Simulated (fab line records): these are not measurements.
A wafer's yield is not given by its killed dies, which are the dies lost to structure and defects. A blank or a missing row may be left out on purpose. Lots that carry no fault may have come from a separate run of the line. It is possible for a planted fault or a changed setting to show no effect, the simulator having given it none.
Split-lot experiment + flow sky130 + 23 wafers read across 5 lots, on a route 708 steps long

== SPLIT DETAILS ==
At SKY_METAL1_SPUTTER_00 (material Ti, target thk 15 nm, time 10 s), the setting time_s was moved away from the recipe's 10 s on 9 of the 23 wafers read, by -7.7% to +9.6%. This setting was run at the recipe's value on the other wafers.

Reading taken at the split's own step.

== THE READING ==
Ti_of_METAL1_SPUTTER_00.thk_nm (the simulator's own value, which no gauge read), in nm, at SKY_METAL1_SPUTTER_00 (material Ti, target thk 15 nm, time 10 s). There is no usual value for it anywhere in the file. Average 14.94 nm, standard deviation 0.14 nm, over the 14 wafers here run with the recipe.

| wafer  | tool, chamber at the split | time_s as run, s | against the recipe | Ti_of_METAL1_SPUTTER_00.thk_nm, nm | against lot-mates on the recipe |
|--------|----------------------------|------------------|--------------------|------------------------------------|---------------------------------|
| L076.2 | pvd_sputter-03, -          | 10.96            | +9.6%              | 16.39                              | +1.19                           |
| L076.3 | pvd_sputter-03, -          | 10.96            | +9.6%              | 16.71                              | +1.51                           |
| L076.4 | pvd_sputter-03, -          | 10               | recipe             | 15.07                              | -                               |
| L076.5 | pvd_sputter-03, -          | 10.96            | +9.6%              | 16.41                              | +1.21                           |
| L076.6 | pvd_sputter-03, -          | 10               | recipe             | 15.34                              | -                               |
| L080.1 | pvd_sputter-02, -          | 9.233            | -7.7%              | 13.84                              | -1.02                           |
| L080.3 | pvd_sputter-02, -          | 10               | recipe             | 14.86                              | -                               |
| L080.4 | pvd_sputter-02, -          | 10               | recipe             | 14.79                              | -                               |
| L080.5 | pvd_sputter-02, -          | 9.233            | -7.7%              | 13.77                              | -1.09                           |
| L080.6 | pvd_sputter-02, -          | 10               | recipe             | 14.93                              | -                               |
| L081.1 | pvd_sputter-02, -          | 10               | recipe             | 14.86                              | -                               |
| L081.2 | pvd_sputter-02, -          | 10               | recipe             | 14.81                              | -                               |
| L081.3 | pvd_sputter-02, -          | 10               | recipe             | 15.01                              | -                               |
| L081.4 | pvd_sputter-02, -          | 10.79            | +7.9%              | 16.21                              | +1.32                           |
| L081.6 | pvd_sputter-02, -          | 10.79            | +7.9%              | 16.27                              | +1.38                           |
| L082.1 | pvd_sputter-04, -          | 10               | recipe             | 14.9                               | -                               |
| L082.2 | pvd_sputter-04, -          | 10               | recipe             | 14.85                              | -                               |
| L082.4 | pvd_sputter-04, -          | 10               | recipe             | 14.81                              | -                               |
| L082.5 | pvd_sputter-04, -          | 10.79            | +7.9%              | 16.09                              | +1.24                           |
| L082.6 | pvd_sputter-04, -          | 10.79            | +7.9%              | 16                                 | +1.15                           |
| L084.3 | pvd_sputter-02, -          | 10               | recipe             | 14.99                              | -                               |
| L084.5 | pvd_sputter-02, -          | 10               | recipe             | 14.88                              | -                               |
| L084.6 | pvd_sputter-02, -          | 10               | recipe             | 15.05                              | -                               |

THE FIT
A straight line over all 23 wafers: Ti_of_METAL1_SPUTTER_00.thk_nm changes by +0.155 nm for each +1% of time_s; r = +0.98; the points scatter about the line by 0.14 nm.
The same after taking each lot's own level away (the mean of its wafers on the recipe; 23 wafers): +0.144 nm for each +1%; r = +0.99; scatter 0.11 nm.
The reading moves by 1.4 nm for the largest change in time_s, on that fit.
Across the lots, their own levels run from 14.853 to 15.205 nm, a range of 2.5 times the standard deviation given above.
So the lot-to-lot level changes the slope little: the two slopes agree.
Check: for one of the wafers moved furthest among these (+9.6%), held out of the fit, the line's prediction against its lot-mates is +1.44 nm. Against them it came out at +1.19 nm.

== OTHER SPLITS APPLIED TO THESE WAFERS ==
Other splits were also applied to these wafers ahead of the reading. Each is held against what the fit with the lots' levels taken away leaves over:
| other split on the same wafers                 | wafers away from the commonest value | r with Ti_of_METAL1_SPUTTER_00.thk_nm (lot level and that fit taken away) |
|------------------------------------------------|--------------------------------------|---------------------------------------------------------------------------|
| SKY_LOCAL_INTERCONNECT_SPUTTER_00 power_w      | 5                                    | +0.14                                                                     |
| SKY_LOCAL_INTERCONNECT_SOFTBAKE_07 time_s      | 7                                    | +0.02                                                                     |
| SKY_LOCAL_INTERCONNECT_STRIP_15 pressure_mtorr | 18                                   | +0.23                                                                     |
| SKY_CONTACT_HDPCVD_02 time_s                   | 6                                    | -0.04                                                                     |

== THE FILE'S OWN FIT ==
Ti_of_METAL1_SPUTTER_00.thk_nm changes by +0.147 nm for each +1% of time_s, r = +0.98.
